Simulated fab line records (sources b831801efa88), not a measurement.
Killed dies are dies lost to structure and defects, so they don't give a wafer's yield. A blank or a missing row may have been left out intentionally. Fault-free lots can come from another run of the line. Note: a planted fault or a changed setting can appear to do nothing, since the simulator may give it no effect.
Struck lot and sound lot, side by side || flow sky130 || 15 steps out of a route of 708
Sound: these wafers, L462.2, L462.3, L462.5. Struck: wafer L470.3 (L470.2, L470.4, from the same lot, were not struck and are left out); the cause is given at the end.
Per side, at each step with rows, come the tool, then ch with its chambers, and then its first start. Under that, the readings that differ: sound wafers || struck wafers || difference of the means || sigmas: that difference in standard deviations of wafers without a fault.
alike: same words and numbers on both sides, and readings whose means sit less than 2 such deviations apart. not compared: any withheld reading, any reading some wafer has no value for, any bound like >300 that may hide the same value, and any number with overlapping values for which the record gives no deviation.
The two part at a step that has a row with sigmas, a row that says differs or no value, or rows on one side only. Numbers that have no deviation but don't overlap get no sigmas and don't part them. A reading missing from all wafers of one side parts the sides only when that side holds two or more wafers.

first, 7 steps without rows for these wafers: SKY_METAL3_HMDS_06 (prime time 60 s); SKY_METAL3_COAT_07 (resist thk 60 nm); SKY_METAL3_COAT_08 (resist thk 1140 nm); SKY_METAL3_SOFTBAKE_09 (time 90 s); SKY_METAL3_EXPOSE_10 (exposes mask MM3, target cd 300 nm); SKY_METAL3_PEB_11; SKY_METAL3_DEVELOP_12 (develop time 60 s).
SKY_METAL3_CD_MEAS_13: target cd 300 nm.
  struck on cd-sem-01, day 44 10:15; sound on cd-sem-02, day 42 09:32
  alike: cd-nm
SKY_METAL3_OVL_MEAS_14:
  struck on overlay-02, day 44 10:22; sound on overlay-01, day 42 09:38
  alike: METAL3_OVL
SKY_METAL3_DESCUM_15: chemistry O2, time 8 s.
  sound on rie-metal-01 ch 0, day 42 09:40; struck on rie-metal-02 ch 1, day 44 10:23
  alike: drypump-motor-current-A, oes-product-au
  not compared: rf-hours-counter-h
SKY_METAL3_ETCH_16: etches BARC in N2/H2, stops on SiO2, time 88.2 s, target depth 60 nm.
  sound on rie-metal-01 ch 0, day 42 09:42; struck on rie-metal-02 ch 1, day 44 10:25
  alike: chamber-pressure-mTorr, drypump-motor-current-A, oes-product-au, throttle-valve-pct
  not compared: rf-hours-counter-h
SKY_METAL3_ETCH_17: etches SiO2 in C4F8/O2/Ar, stops on TiN, time 3.9 s, target depth 15 nm.
  sound on rie-diel-03 ch 2,3, day 42 09:48; struck on rie-diel-04 ch 2, day 44 10:31
  alike: chamber-pressure-mTorr, oes-product-au
  not compared: rf-hours-counter-h
SKY_METAL3_METAL_ETCH_18: etches the open film in Cl2/BCl3, stops on SiO2, target depth 845 nm, time 183.1 s.
  sound on rie-metal-03 ch 0,1, day 42 09:49; struck on rie-metal-01 ch 1, day 44 10:32
{"reading": "chamber-pressure-mTorr (mTorr)", "sound": "10.004 9.996 9.995", "struck": 7.993, "difference": -2.005, "sigmas": "-99 or more"}
  alike: drypump-motor-current-A, oes-product-au, throttle-valve-pct
  not compared: rf-hours-counter-h
SKY_METAL3_STRIP_19: strips in O2/N2.
  sound on plasma-asher-01 ch 0,1, day 42 09:59; struck on plasma-asher-02 ch 1, day 44 10:43
  alike: drypump-motor-current-A, oes-product-au, strip-time-to-endpoint-s
  not compared: rf-hours-counter-h
-- the record jumps here: 6 days lie between the struck wafers' starts before and after (it left off in module METAL3 and takes up again in module PAD_OPEN, whose first step shown is number 708 of the route) --
SKY_PAD_OPEN_PROBE_99:
  struck on prober-02, day 50 16:13; sound on prober-01, day 49 03:44
{"reading": "defect-limited-yield (%)", "sound": "81.3 84.3 82.5", "struck": 77.4, "difference": -5.3, "sigmas": -3}
{"reading": "killed_at_M0_to_M3", "sound": "49 37 41", "struck": 58, "difference": "+16", "sigmas": "+2"}
{"reading": "killed-dies", "sound": "92 77 86", "struck": 111, "difference": "+26", "sigmas": "+3"}
{"reading": "killed-short", "sound": "46 38 34", "struck": 54, "difference": "+15", "sigmas": "+2"}
{"reading": "sort_bin_3_pad_short (%)", "sound": "0.8 0.2 0.6", "struck": 1.4, "difference": "+0.9", "sigmas": "+2"}
{"reading": "sort_bin_6_memory (%)", "sound": "7.5 5.9 5.7", "struck": 10.6, "difference": "+4.2", "sigmas": "+4"}
{"reading": "sort-n-pass", "sound": "400 415 406", "struck": 381, "difference": -26, "sigmas": -3}
{"reading": "sort-yield-pct (%)", "sound": "81.3 84.3 82.5", "struck": 77.4, "difference": -5.3, "sigmas": -3}
  alike: killed_at_M4_up, killed-at-contacts, killed-at-front-end, killed-at-other, killed-open, sort_bin_5_function

## WHERE THEY PART
First at SKY_METAL3_METAL_ETCH_18; last, within this record, at SKY_PAD_OPEN_PROBE_99.

WHY: what the simulator had put in
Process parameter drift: rie-metal-01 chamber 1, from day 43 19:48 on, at SKY_METAL3_METAL_ETCH_18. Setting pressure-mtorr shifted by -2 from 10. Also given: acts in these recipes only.
